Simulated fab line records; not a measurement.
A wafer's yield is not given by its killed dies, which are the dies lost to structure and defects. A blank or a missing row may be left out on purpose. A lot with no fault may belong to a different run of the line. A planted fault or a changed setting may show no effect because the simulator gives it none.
One fault through the eyes of 2 desks -- flow sky130 -- each desk has only its own numbers; what lay behind them comes last

## DESK OF THE TOOL OWNER: litho_track-02
Per lot that ran on this tool, the mean of the sampled wafers carrying a number, from the tool's own readings at SKY_VT_ADJUST_NCORE_SOFTBAKE_03 (time 60 s). The brackets show how far a lot's mean lies from the usual mean; more than 4 standard deviations puts the lot out of limits, marked OUT.
Columns: A = chill_plate_temp_C at SKY_VT_ADJUST_NCORE_SOFTBAKE_03, usual 23.04 C; B = exhaust_pa at SKY_VT_ADJUST_NCORE_SOFTBAKE_03, usual 44.9 Pa; C = heater_power_total_W at SKY_VT_ADJUST_NCORE_SOFTBAKE_03, usual 56.60 W; D = resist_line_temp_C at SKY_VT_ADJUST_NCORE_SOFTBAKE_03, usual 22.99 C; E = run_length_s at SKY_VT_ADJUST_NCORE_SOFTBAKE_03, usual 89.14 s
lot,first seen here,A,B,C,D,E
L150,day 9 23:23,22.91,45.0,57.10 (+10) OUT,22.88,87.52 (-6.2) OUT
L152,day 10 08:09,23.02,44.8,56.85 (+5.0) OUT,23.02,88.40
L166,day 14 10:29,23.10,45.3,56.64,22.95,89.25
This desk's verdict: out of limits on L150, L152, starting with L150 at day 9 23:23 (heater_power_total_W at SKY_VT_ADJUST_NCORE_SOFTBAKE_03). L166: within limits.

## AT THE METROLOGY DESK
What the gauges read for every lot (on any tool): the sampled wafers with a number, averaged. The brackets show how far a lot's mean lies from the usual mean; more than 4 standard deviations puts the lot out of limits, marked OUT.
Columns: A = NWELL_OXIDATION_THK at SKY_NWELL_THK_MEAS_02, usual 10.03 nm; B = PWDE_OVL at SKY_PWDE_OVL_MEAS_07, usual -0.9 nm
lot,first seen here,A,B
L144,day 2 13:13,10.07,-0.6
L145,day 2 16:58,10.32,-0.7
L150,day 3 21:10,10.09,-0.3
L152,day 4 03:51,9.99,-0.7
L156,day 5 01:43,10.19,-2.7
L159,day 5 20:22,9.83,-1.7
L160,day 6 01:04,10.00,-1.6
L161,day 6 06:50,9.97,0.3
L163,day 6 16:28,9.88,0.1
L164,day 6 20:59,9.87,-1.0
L165,day 7 04:16,10.38,-1.7
L166,day 7 09:44,9.82,-0.4
L167,day 7 13:42,10.12,-1.0
This desk's finding: nothing out of limits on any of the 13 lots.

## PUT TOGETHER
On L150, L152, at day 9 23:23, an alarm was possible from the tool owner's desk.
At the metrology desk, nothing out of limits was observed.
The metrology desk holds a record of L150, L152, inside its limits.
Every lot named ran SKY_VT_ADJUST_NCORE_SOFTBAKE_03 on litho_track-02.

## WHAT WAS PUT IN BY THE SIMULATOR
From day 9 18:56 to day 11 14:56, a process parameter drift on litho_track-02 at SKY_VT_ADJUST_NCORE_SOFTBAKE_03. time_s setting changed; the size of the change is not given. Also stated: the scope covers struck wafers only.
Struck lots among those shown: L150, L152.
How many hours passed from the start of the fault until each desk's first out-of-limits reading: the tool owner's desk, 4.
